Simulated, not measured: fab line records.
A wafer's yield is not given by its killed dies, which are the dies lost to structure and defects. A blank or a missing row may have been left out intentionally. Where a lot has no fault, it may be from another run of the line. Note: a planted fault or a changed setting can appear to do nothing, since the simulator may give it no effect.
fab line records | flow sky130
record lots=6 wafers=18 last-day=50
route steps=708 shown RES_XHIGH@334 SD_N@342
lots untouched by any fault: they come from a run of this same line in which no faults occurred
start-h: the number of hours between the record's first day and the start of the first shown wafer of the lot | wait-h: time in hours since the lot's previous step | " the same as in the row above | L1.1+2: several wafers, shown together as one row | - no value, or no start was given | * or withheld: withheld | < > ~ a bound
route shown NAME@n: names a module that has steps shown in the file, with the first one's number in the route | usual: mean/standard deviation taken from wafers without a fault | same: alike in all rows | chamber/n: place in a boat | sites: per-site readings | _std_site: the values' standard deviation | _edge_site: the outer-site mean with the inner-site mean subtracted | radius-mm: for every site, how far away it sits from the centre of the wafer | mask NAME#n: copy n | behind: tool/chamber where the wafer was last shaped | hold: why the lot was held/for how many hours/how that ended | device: transistor that didn't switch, given as n, p or np | end of line: the same wafers' tests at the end of the route | step lacking rows: just its recipe | killed: dies that structure and defects cost at the first sort, which is not the same as the wafer's yield | map: the dies of a wafer, with x for killed, . for not killed, _ for no die there
set.NAME: the setting as run; set.NAME@STEP: as run at that earlier step | model.NAME: the simulator's own value behind a step, which no gauge read
a table for each step, a row for each wafer; lots at some steps of the route
services: the hour from which a tool's chamber was out of use, counted from the record's first day as start-h (under 0 if before that day), plus the number of hours and why
## steps
# step SKY_RES_XHIGH_COAT_02
# recipe resist=NOVOLAK spin-rpm=3000 resist-thk-nm=1140
# step SKY_RES_XHIGH_SOFTBAKE_03
# recipe temp-c=90 time-s=60 resist=NOVOLAK
# step SKY_RES_XHIGH_EXPOSE_04
# recipe mask-id=URPM na=0.6 source-shape=conventional sigma-outer=0.6 polarization=unpolarized target-cd-nm=1270 dose-mj=140
# step SKY_RES_XHIGH_PEB_05
# recipe temp-c=withheld time-s=* resist=NOVOLAK
# step SKY_RES_XHIGH_DEVELOP_06
# recipe resist=NOVOLAK developer=TMAH develop-time-s=60 dev-temp-c=23
# step SKY_RES_XHIGH_IMPLANT_07
# recipe species=BF2 energy-kev=20 dose-cm2=3.6e+14 tilt-deg=0
# step SKY_RES_XHIGH_STRIP_08
# recipe chemistry=O2/N2 power-w=1400 pressure-mtorr=1500 platen-temp-c=withheld o2-flow-sccm=3000 n2-flow-sccm=300 overash-fraction=0.5
# usual drypump-motor-current-A=5.5/0.32 oes-product-au=0.712/0.0046 strip-time-to-endpoint-s=14.28/0.045
# columns lot.wafer tool chamber start-h wait-h drypump-motor-current-A oes-product-au rf-hours-counter-h strip-time-to-endpoint-s
L913.3 plasma-asher-01 1 639.77 0.1 6.1 0.714 - 14.28
L913.4 " 0 " " 5.0 0.708 - 14.27
L913.5 " 1 " " 6.1 0.705 - 14.29
L916.2 plasma-asher-01 0 673.31 0.1 5.0 0.705 24 14.31
L916.3 " 1 " " 6.1 0.712 - 14.31
L916.5 " 0 " " 5.0 0.713 - 14.28
L924.1 plasma-asher-02 1 739.03 0.1 5.7 0.710 63 14.31
L924.2 " 0 " " 5.3 0.714 63 14.31
L924.3 " 0 " " 5.3 0.711 - 14.28
L926.1 plasma-asher-02 1 748.61 0.1 5.7 0.712 64 14.29
L926.5 " 1 " " 5.7 0.713 - 14.31
L926.6 " 0 " " 5.3 0.710 - 14.29
L927.2 plasma-asher-02 1 755.63 0.1 5.7 0.714 65 14.32
L927.3 " 1 " " 5.7 0.714 - 14.33
L927.4 " 0 " " 5.3 0.716 - 14.31
L933.1 plasma-asher-02 0 805.06 0.1 5.3 0.702 69 14.32
L933.5 " 1 " " 5.7 0.714 - 14.31
L933.6 " 0 " " 5.3 0.716 - 14.34
# step SKY_RES_XHIGH_TW_MEAS_09
# usual RES_XHIGH_TW=1646/13
# columns lot.wafer tool chamber start-h wait-h RES_XHIGH_TW
L913.3 film-metro-01 - 639.85 0.1 1653
L913.4 " - " " 1654
L913.5 " - " " 1651
L916.2 film-metro-01 - 673.42 0.1 1664
L916.3 " - " " 1661
L916.5 " - " " 1660
L924.1 film-metro-02 - 739.13 0.1 1635
L924.2 " - " " 1633
L924.3 " - " " 1625
L926.1 film-metro-03 - 748.71 0.1 1639
L926.5 " - " " 1653
L926.6 " - " " 1652
L927.2 film-metro-01 - 755.74 0.1 1654
L927.3 " - " " 1641
L927.4 " - " " 1648
L933.1 film-metro-03 - 805.16 0.1 1654
L933.5 " - " " 1642
L933.6 " - " " 1647
# step SKY_SD_N_DEHYDRATE_00
# recipe temp-c=200 time-s=60
# step SKY_SD_N_HMDS_01
# recipe prime-time-s=60 prime-temp-c=120
# step SKY_SD_N_COAT_02
# recipe resist=NOVOLAK spin-rpm=3000 resist-thk-nm=1140
# step SKY_SD_N_SOFTBAKE_03
# recipe temp-c=90 time-s=60 resist=NOVOLAK
# step SKY_SD_N_EXPOSE_04
# recipe mask-id=NSDM na=0.6 source-shape=conventional sigma-outer=0.6 polarization=unpolarized target-cd-nm=380 dose-mj=141
# usual exposure-dose-mJ-cm2=140.78/0.26 focus-offset-nm=-0.1/0.48 sigma-outer=0.6/0
# columns lot.wafer tool chamber start-h wait-h mask exposure-dose-mJ-cm2 focus-offset-nm sigma-outer
L913.3 iline-stepper-02 0 654.53 - NSDM#0 141.20 -0.4 0.6
L913.4 " 0 " " NSDM#0 140.95 0.2 0.6
L913.5 " 0 " " NSDM#0 141.22 -0.3 0.6
L916.2 iline-stepper-01 0 687.51 - NSDM#0 140.56 0.1 0.6
L916.3 " 0 " " NSDM#0 140.27 0.3 0.6
L916.5 " 0 " " NSDM#0 140.62 0.2 0.6
L924.1 iline-stepper-01 - 752.96 - NSDM#0 - - -
L924.2 " - " " NSDM#0 - - -
L924.3 " - " " NSDM#0 - - -
L926.1 iline-stepper-02 - 762.22 - NSDM#0 - - -
L926.5 " - " " NSDM#0 - - -
L926.6 " - " " NSDM#0 - - -
L927.2 iline-stepper-02 0 769.86 - NSDM#0 141.04 -0.7 0.6
L927.3 " 0 " " NSDM#0 140.96 -0.8 0.6
L927.4 " 0 " " NSDM#0 141.13 -0.7 0.6
L933.1 iline-stepper-02 0 817.65 - NSDM#0 141.10 -0.7 0.6
L933.5 " 0 " " NSDM#0 140.92 -0.4 0.6
L933.6 " 0 " " NSDM#0 140.78 0.1 0.6
# step SKY_SD_N_PEB_05
# recipe temp-c=withheld time-s=* resist=NOVOLAK
## services
# columns tool chamber start-h hours kind
plasma-asher-01 - 633.67 4.3 pm
iline-stepper-01 - 646.45 1.7 pm
iline-stepper-02 0 673.58 - calibration
iline-stepper-02 - 733.54 4.4 pm
iline-stepper-01 - 746.42 2.4 repair
iline-stepper-02 - 752.07 1.7 pm
iline-stepper-01 0 752.66 - calibration
iline-stepper-01 - 806.29 23.9 repair
## key
first-sign step=SKY_SD_N_EXPOSE_04 reading=tool-record direction=missing
effect none on later readings
met-at SKY_SD_N_EXPOSE_04
struck-wafers L924.1,L924.2,L924.3,L926.1,L926.5,L926.6
sort-left-out L924.1,L924.2,L924.3,L926.1,L926.5,L926.6
tester-left-out L924,L926
onset-between 687.51 752.96
fault kind=skipped-step-whole tool=iline-stepper-01,iline-stepper-02 chamber=- onset-h=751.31 steps=SKY_SD_N_EXPOSE_04 scope=struck-lots-only
# tester-left-out: of these lots the tester's yield and bins aren't shown, on N5 and GAA mostly nor the transistor test; their killed dies are dies lost to structure and defects alone, not to doping, threshold or leakage, so they don't give the yield
# sort-left-out: the simulated sort isn't trusted on such a fault, so these wafers' sort isn't shown, and their yield isn't known
